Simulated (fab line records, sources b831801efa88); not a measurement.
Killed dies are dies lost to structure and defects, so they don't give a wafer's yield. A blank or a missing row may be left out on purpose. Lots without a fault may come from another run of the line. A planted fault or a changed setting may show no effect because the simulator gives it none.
Which tool did it? | flow sky130 | 12 lots, 36 wafers sampled, at 1 step of a route of 708

WHAT THE GAUGES READ, wafer by wafer
SKY_FIELD_ISO_THK_MEAS_25.
lot  | measured    | on            | FIELD_ISO_CVD_24_THK (nm)
L075 | day 2 13:48 | film_metro-02 | 589 603 591
L076 | day 2 21:25 | film_metro-04 | 593 591 588
L079 | day 3 11:45 | film_metro-02 | 595 583 587
L081 | day 3 21:38 | film_metro-01 | 583 588 587
L083 | day 4 07:16 | film_metro-02 | 596 594 600
L085 | day 4 17:22 | film_metro-02 | 579 591 586
L087 | day 5 01:45 | film_metro-01 | 584 585 586
L089 | day 5 15:47 | film_metro-04 | 595 594 595
L091 | day 6 00:19 | film_metro-04 | 591 596 586
L093 | day 6 09:55 | film_metro-02 | 593 587 583
L095 | day 7 03:11 | film_metro-02 | 596 589 594
L097 | day 7 14:35 | film_metro-01 | 590 591 599

WHICH TOOL RAN EACH LOT (tool, then ch and the chambers of the sampled wafers, then the start)
The record holds no process step before these readings.

THE ANSWER, worked out from the rows above alone
Rule: what is usual is taken from the lots themselves. Put in order of their means at a reading, lots are off if they are a third of the lots or fewer, leave a main group of 4 or more, and stand apart from it by a gap of 3 or more times the standard deviation of the main group's means; of several such gaps the widest counts. A main group whose means are all the same, to the digits that the tables above print for the reading, isn't used. A lot without any number at a reading at which 4 lots or more have one is off too. The other lots that the step has rows for count as sound.
No lot is off at any reading shown: from this, nothing can be told.

WHAT THE SIMULATOR HAD PUT IN
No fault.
